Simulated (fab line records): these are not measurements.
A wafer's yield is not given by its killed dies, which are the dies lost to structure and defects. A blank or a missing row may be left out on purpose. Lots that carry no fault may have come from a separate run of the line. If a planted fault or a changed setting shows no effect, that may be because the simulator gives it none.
The tool behind it: which one? + flow sky130 + 13 lots with 39 wafers sampled at 5 steps, on a route of 708 steps

== WHAT THE GAUGES SHOWED, per wafer ==
SKY_VT_ADJUST_HVTR_OVL_MEAS_08.
| lot  | measured     | on         | VT_ADJUST_HVTR_OVL (nm) |
|------|--------------|------------|-------------------------|
| L315 | day 9 20:49  | overlay-01 | -1.1 -1.6 -2.6          |
| L316 | day 9 22:50  | overlay-01 | 0.5 0.7 -0.3            |
| L317 | day 10 13:58 | overlay-01 | 0.5 -1.6 -1.9           |
| L318 | day 10 17:00 | overlay-01 | 1.0 0.5 2.4             |
| L319 | day 10 19:09 | overlay-02 | -1.2 -1.0 -2.1          |
| L320 | day 11 15:28 | overlay-01 | -2.2 2.5 1.4            |
| L322 | day 11 18:45 | overlay-02 | 1.1 -0.1 0.4            |
| L329 | day 13 22:42 | overlay-01 | -0.5 0.2 1.5            |
| L330 | day 14 15:13 | overlay-01 | -0.8 1.1 -2.0           |
| L332 | day 15 01:36 | overlay-01 | 0.7 1.9 -0.5            |
| L333 | day 15 20:48 | overlay-01 | 1.4 -0.1 -1.0           |
| L335 | day 15 23:47 | overlay-02 | -2.5 -2.2 -0.9          |
| L337 | day 17 00:24 | overlay-01 | 0.6 -0.3 0.2            |

SKY_RES_PROTECT_TW_MEAS_08.
| lot  | measured     | on            | POLY_GATE_TW   |
|------|--------------|---------------|----------------|
| L315 | day 15 07:37 | film-metro-01 | 4015 4015 4025 |
| L316 | day 15 17:59 | film-metro-04 | 3996 3993 3994 |
| L317 | day 16 04:57 | film-metro-04 | 3943 3977 3992 |
| L318 | day 16 13:11 | film-metro-03 | 4042 4048 4023 |
| L319 | day 16 14:48 | film-metro-04 | 3953 3943 3942 |
| L320 | day 17 17:46 | film-metro-03 | 4018 4047 4030 |
| L322 | day 17 19:21 | film-metro-03 | 4058 4033 4034 |
| L329 | day 20 12:14 | film-metro-03 | 4042 4058 4077 |
| L330 | day 21 04:56 | film-metro-01 | 4009 3992 4007 |
| L332 | day 21 16:33 | film-metro-01 | 3997 3991 3988 |
| L333 | day 22 15:02 | film-metro-01 | 3998 3989 4013 |
| L335 | day 22 18:05 | film-metro-04 | 3940 3925 3953 |
| L337 | day 23 16:50 | film-metro-04 | 3972 3990 3971 |

SKY_SD_N_TW_MEAS_12.
| lot  | measured     | on            | SD_N_TW        |
|------|--------------|---------------|----------------|
| L315 | day 28 05:50 | film-metro-04 | 3956 3954 3928 |
| L316 | day 28 19:29 | film-metro-02 | 4005 4003 4025 |
| L317 | day 29 01:27 | film-metro-04 | 3965 3955 3953 |
| L318 | day 29 08:14 | film-metro-03 | 3994 4026 4018 |
| L319 | day 29 12:22 | film-metro-02 | 4019 4014 4022 |
| L320 | day 30 12:16 | film-metro-03 | 4034 4018 4016 |
| L322 | day 30 12:58 | film-metro-02 | 4030 4018 4022 |
| L329 | day 32 21:47 | film-metro-02 | 4030 4009 4037 |
| L330 | day 33 11:27 | film-metro-02 | 4037 4036 4059 |
| L332 | day 33 22:50 | film-metro-04 | 3956 3979 3952 |
| L333 | day 34 15:20 | film-metro-03 | 3935 3967 3965 |
| L335 | day 34 21:12 | film-metro-03 | 3949 3953 3960 |
| L337 | day 35 19:17 | film-metro-02 | 4016 3999 4024 |

== WHICH TOOL RAN EACH LOT (tool, then ch and the chambers of the sampled wafers, then the start) ==
| lot  | SKY_VT_ADJUST_HVTR_COAT_02        | SKY_VT_ADJUST_HVTR_STRIP_10          |
|------|-----------------------------------|--------------------------------------|
| L315 | litho-track-04 ch 0, day 9 05:52  | plasma-asher-02 ch 0,1, day 9 21:35  |
| L316 | litho-track-02 ch 0, day 9 15:47  | plasma-asher-02 ch 1, day 9 23:50    |
| L317 | litho-track-01 ch 0, day 10 01:10 | plasma-asher-01 ch 0,1, day 10 14:08 |
| L318 | litho-track-01 ch 0, day 10 04:23 | plasma-asher-02 ch 0,1, day 10 17:11 |
| L319 | litho-track-04 ch 0, day 10 07:28 | plasma-asher-04 ch 0,1, day 10 19:22 |
| L320 | litho-track-01 ch 0, day 11 02:35 | plasma-asher-04 ch 0,1, day 11 15:40 |
| L322 | litho-track-01 ch 0, day 11 06:02 | plasma-asher-02 ch 0,1, day 11 18:58 |
| L329 | litho-track-01 ch 0, day 13 09:23 | plasma-asher-01 ch 0,1, day 13 22:53 |
| L330 | litho-track-02 ch 0, day 14 02:01 | plasma-asher-02 ch 0,1, day 14 15:23 |
| L332 | litho-track-02 ch 0, day 14 11:02 | plasma-asher-04 ch 1, day 15 01:47   |
| L333 | litho-track-01 ch 0, day 15 06:56 | plasma-asher-02 ch 0,1, day 15 20:59 |
| L335 | litho-track-04 ch 0, day 15 09:26 | plasma-asher-04 ch 0,1, day 15 23:58 |
| L337 | litho-track-01 ch 0, day 16 10:02 | plasma-asher-01 ch 0,1, day 17 00:35 |
- SKY_VT_ADJUST_HVTR_COAT_02: resist thk 1140 nm.
- SKY_VT_ADJUST_HVTR_STRIP_10: strips in O2/N2.

== WHAT THE TOOLS THEMSELVES READ (means of the sampled wafers that have a number; where no wafer has one, the mark that the record gives instead) ==
SKY_VT_ADJUST_HVTR_COAT_02.
| lot  | tool           | spin-speed-rpm (rpm) |
|------|----------------|----------------------|
| L315 | litho-track-04 | 3000.3               |
| L316 | litho-track-02 | 2999.3               |
| L317 | litho-track-01 | 2999.7               |
| L318 | litho-track-01 | 2998.7               |
| L319 | litho-track-04 | 2997.8               |
| L320 | litho-track-01 | 2998.6               |
| L322 | litho-track-01 | 2999.6               |
| L329 | litho-track-01 | 2998.5               |
| L330 | litho-track-02 | 3138.6               |
| L332 | litho-track-02 | 3140.5               |
| L333 | litho-track-01 | 3000.1               |
| L335 | litho-track-04 | 2999.7               |
| L337 | litho-track-01 | 2998.6               |

SKY_VT_ADJUST_HVTR_STRIP_10.
| lot  | tool            | drypump-motor-current-A (A) | oes-product-au (a.u.) | strip-time-to-endpoint-s (s) |
|------|-----------------|-----------------------------|-----------------------|------------------------------|
| L315 | plasma-asher-02 | 6.4                         | 0.716                 | 14.17                        |
| L316 | plasma-asher-02 | 6.5                         | 0.718                 | 14.16                        |
| L317 | plasma-asher-01 | 6.0                         | 0.714                 | 14.24                        |
| L318 | plasma-asher-02 | 6.4                         | 0.711                 | 14.24                        |
| L319 | plasma-asher-04 | 5.5                         | 0.719                 | 14.18                        |
| L320 | plasma-asher-04 | 5.5                         | 0.714                 | 14.21                        |
| L322 | plasma-asher-02 | 6.3                         | 0.714                 | 14.23                        |
| L329 | plasma-asher-01 | 6.0                         | 0.717                 | 14.25                        |
| L330 | plasma-asher-02 | 6.4                         | 0.715                 | 13.85                        |
| L332 | plasma-asher-04 | 5.7                         | 0.718                 | 13.90                        |
| L333 | plasma-asher-02 | 6.4                         | 0.715                 | 14.18                        |
| L335 | plasma-asher-04 | 5.5                         | 0.718                 | 14.17                        |
| L337 | plasma-asher-01 | 6.0                         | 0.715                 | 14.16                        |

== THE ANSWER, worked out from the rows above alone ==
Rule: the usual values come from the lots themselves. The widest of any qualifying gaps counts: lots, ordered by their means at a reading, are off when they make up no more than a third of the lots, leave a main group of 4 or more, and stand apart from it by 3 or more times the standard deviation of that group's means. A main group is skipped when, at the precision printed for the reading in the tables above, its means are all equal. A lot without any number at a reading at which 4 lots or more have one is off too. Any other lot the step has rows for is counted as sound. First the gauges in route order, then the tools' own readings, where a lot's mean is used as printed above. The first step at which some lot is off is used, and at that step the reading that is off furthest; a lot without a number counts as furthest.
Off: L330, L332, at SKY_VT_ADJUST_HVTR_COAT_02 (spin-speed-rpm). Mean 2999.2 rpm and standard deviation 0.74 in the main group.
If a tool, at that step or one of the process steps before it, ran each lot that is off and ran no sound lot following the first of them, it fits. One fits: litho-track-02 at SKY_VT_ADJUST_HVTR_COAT_02. Its last sound lot is L316 (day 9 15:47), its first lot that is off L330 (day 14 02:01): a fault that began between those two fits.
On the lots that are off, the tool's own readings at SKY_VT_ADJUST_HVTR_COAT_02 differ by more than 5 times the standard deviation of the sound lots' means, which bears it out; spin-speed-rpm reads 3139.6 rpm there versus 2999.2 rpm on the sound lots.

== WHAT WAS PUT IN BY THE SIMULATOR ==
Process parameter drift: litho-track-02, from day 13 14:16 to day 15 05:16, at SKY_VT_ADJUST_HVTR_COAT_02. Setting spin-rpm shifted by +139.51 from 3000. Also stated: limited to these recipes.
Struck lots among those shown: L330, L332. The rule given above showed the same thing.
